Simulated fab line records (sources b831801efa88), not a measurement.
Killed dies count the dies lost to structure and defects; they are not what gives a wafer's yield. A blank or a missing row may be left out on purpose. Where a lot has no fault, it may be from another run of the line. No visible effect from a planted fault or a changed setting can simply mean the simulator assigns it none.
Comparing a struck lot with a sound one / flow sky130 / 21 steps out of a route of 708
Sound: the wafers L387.2, L387.4, L387.6. Wafers struck: L394.3, L394.5, L394.6. At the end, the cause is stated.
Order at every step that has rows: each side's tool, ch and its chambers, its first start. Under that, the readings that differ: sound wafers / struck wafers / difference of the means / sigmas: that difference in standard deviations of wafers without a fault.
alike: readings whose means differ by less than 2 such deviations, and words and numbers that are the same on both sides. not compared: withheld readings, readings that some wafer has no value for, bounds like >300 that may hide the same value, and numbers for which the record gives no deviation and whose values overlap.
The two part at a step that has a row with sigmas, a row that says differs or no value, or rows on one side only. Numbers that don't overlap but have no deviation are shown without sigmas and don't part them. A reading missing from all wafers of one side parts the sides only when that side holds two or more wafers.

first, 1 step without rows for these wafers: SKY_RES_XHIGH_IMPLANT_07.
SKY_RES_XHIGH_STRIP_08: strips in O2/N2.
  sound on plasma asher-03 ch 0,1, day 26 12:56; struck on plasma asher-03 ch 0,1, day 29 03:22
  alike: drypump motor current A, oes product au, strip time to endpoint s
  not compared: rf hours counter h
SKY_RES_XHIGH_TW_MEAS_09:
  sound on film metro-03, day 26 13:03; struck on film metro-02, day 29 03:27
  alike: RES_XHIGH_TW
then, 7 steps without rows for these wafers: SKY_SD_N_DEHYDRATE_00 (time 60 s); SKY_SD_N_HMDS_01 (prime time 60 s); SKY_SD_N_COAT_02 (resist thk 1140 nm); SKY_SD_N_SOFTBAKE_03 (time 60 s); SKY_SD_N_EXPOSE_04 (exposes mask NSDM, target cd 380 nm); SKY_SD_N_PEB_05; SKY_SD_N_DEVELOP_06 (develop time 60 s).
SKY_SD_N_CD_MEAS_07: the cd target is 380 nm.
  sound on cd sem-01, day 27 22:50; struck on cd sem-01, day 30 05:49
reading=cd nm (nm); sound=375.2 375.2 376.1; struck=381.1 380.8 382.5; difference=+6.0; sigmas=+2
SKY_SD_N_OVL_MEAS_08:
  sound on overlay-02, day 27 22:56; struck on overlay-01, day 30 05:54
  alike: SD_N_OVL
SKY_SD_N_IMPLANT_09:
  sound on implanter-02 ch 0, day 27 22:59; struck on implanter-01 ch 0, day 30 06:17
after that, 1 step had no rows for these wafers: SKY_SD_N_IMPLANT_10.
SKY_SD_N_STRIP_11: strips in O2/N2.
  sound on plasma asher-01 ch 0,1, day 27 23:16; struck on plasma asher-03 ch 0,1, day 30 06:35
reading=oes product au (a.u.); sound=0.524 0.525 0.529; struck=0.515 0.507 0.512; difference=-0.015; sigmas=-4
reading=strip time to endpoint s (s); sound=22.62 22.65 22.58; struck=23.81 23.80 23.83; difference=+1.20; sigmas=+25
  alike: drypump motor current A
  not compared: rf hours counter h
SKY_SD_N_TW_MEAS_12:
  sound on film metro-02, day 27 23:22; struck on film metro-03, day 30 06:54
reading=SD_N_TW; sound=3967 3991 3972; struck=4131 4101 4113; difference=+138; sigmas=+6
then, 1 step without rows for these wafers: SKY_SD_N_CLEAN_13 (cleans in SC1/SC2, time 150 s).
SKY_SD_N_RTA_14: time 2 s.
  sound on rtp anneal-01 ch 0, day 27 23:31; struck on rtp anneal-01 ch 0, day 30 07:58
  alike: lamp power pct, wafer_temp_C_max
SKY_SD_N_RS_MEAS_16: measurement is done with a four-point probe.
  sound on film metro-02, day 27 23:41; struck on film metro-02, day 30 08:40
reading=SD_N_RS (ohm/sq); sound=68.26 68.49 68.53; struck=63.53 63.63 63.64; difference=-4.83; sigmas=-44
SKY_SD_N_RS_MEAS_17: measurement is done with a four-point probe.
  sound on film metro-02, day 27 23:49; struck on film metro-02, day 30 13:45
  alike: SD_P_RS
-- the record jumps here: 17 days lie between the struck wafers' starts before and after (it left off in module SD_N and takes up again in module PAD_OPEN, whose first step shown is number 708 of the route) --
SKY_PAD_OPEN_PROBE_99:
  sound on prober-02, day 45 17:15; struck on prober-02, day 47 10:48
reading=model.etest.res ndiff.line ohm um; sound=744.5 788.1 776.6; struck=634.7 635.6 623.4; difference=-138.5; sigmas=
reading=model.etest.nfet g5v0d10v5.r on ohm um; sound=1857 1880 1869; struck=1798 1826 1789; difference=-64; sigmas=
reading=model.etest.sonos uncharged.r on ohm um; sound=815 822.9 815.8; struck=746.1 751.3 738.6; difference=-72.6; sigmas=
reading=model.etest.nfet_01v8_lvt.drive ua um; sound=586 577.5 578; struck=595 601.5 589.4; difference=+15; sigmas=
reading=model.etest.licon ndiff.rc ohm; sound=181 184.5 181.8; struck=152 157.2 155.6; difference=-28; sigmas=
  alike: killed_at_M0_to_M3, killed_at_M4_up, killed at contacts, killed at front end, killed at other, killed dies, killed on rim, killed open, killed short
  not compared: model.etest.nfet_01v8.r on ohm um, model.etest.sram nfet pass.drive ua um, model.etest.nfet_01v8.drive ua um

## WHERE THEY PART
Earliest at SKY_SD_N_CD_MEAS_07; latest, in this record, at SKY_SD_N_RS_MEAS_16. Later steps at which nothing parts them and some readings are alike: SKY_SD_N_RS_MEAS_17, SKY_PAD_OPEN_PROBE_99.

WHY: what the simulator had put in
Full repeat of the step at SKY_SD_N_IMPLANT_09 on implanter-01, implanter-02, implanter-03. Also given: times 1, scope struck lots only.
